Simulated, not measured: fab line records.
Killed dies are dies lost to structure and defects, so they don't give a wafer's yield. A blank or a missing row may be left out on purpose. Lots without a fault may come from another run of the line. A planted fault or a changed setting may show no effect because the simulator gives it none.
Which tool was responsible? -- flow gf180mcu -- 12 lots, 36 wafers sampled, at 1 step of a route of 602

== WHAT THE GAUGES READ, wafer by wafer ==
GF_V2_THK_MEAS_03.
lot,measured,on,V2_CVD_02_THK (nm)
L075,day 19 05:13,film-metro-01,832 847 858
L077,day 20 00:56,film-metro-01,849 847 849
L079,day 20 22:51,film-metro-04,850 852 867
L081,day 21 22:39,film-metro-01,843 848 864
L083,day 23 05:32,film-metro-04,855 853 859
L085,day 23 22:57,film-metro-02,848 867 853
L087,day 24 09:38,film-metro-01,855 861 860
L088,day 24 21:46,film-metro-02,833 841 844
L092,day 25 14:20,film-metro-01,851 859 847
L093,day 26 08:41,film-metro-04,855 850 871
L095,day 26 13:16,film-metro-01,842 854 853
L097,day 27 03:32,film-metro-02,827 829 843

== WHICH TOOL RAN EACH LOT (tool, then ch and the chambers of the sampled wafers, then the start) ==
There is no process step in the record ahead of these readings.

== THE ANSWER, worked out from the rows above alone ==
Rule: the lots themselves supply what counts as usual. Put in order of their means at a reading, lots are off if they are a third of the lots or fewer, leave a main group of 4 or more, and stand apart from it by a gap of 3 or more times the standard deviation of the main group's means; of several such gaps the widest counts. Not used: any main group whose means are identical at the precision the tables above print for the reading. A lot without any number at a reading at which 4 lots or more have one is off too. Where the step has rows for the other lots, those lots are counted as sound.
Nothing can be told from this: no lot is off at any reading shown.

== WHAT WAS PUT IN BY THE SIMULATOR ==
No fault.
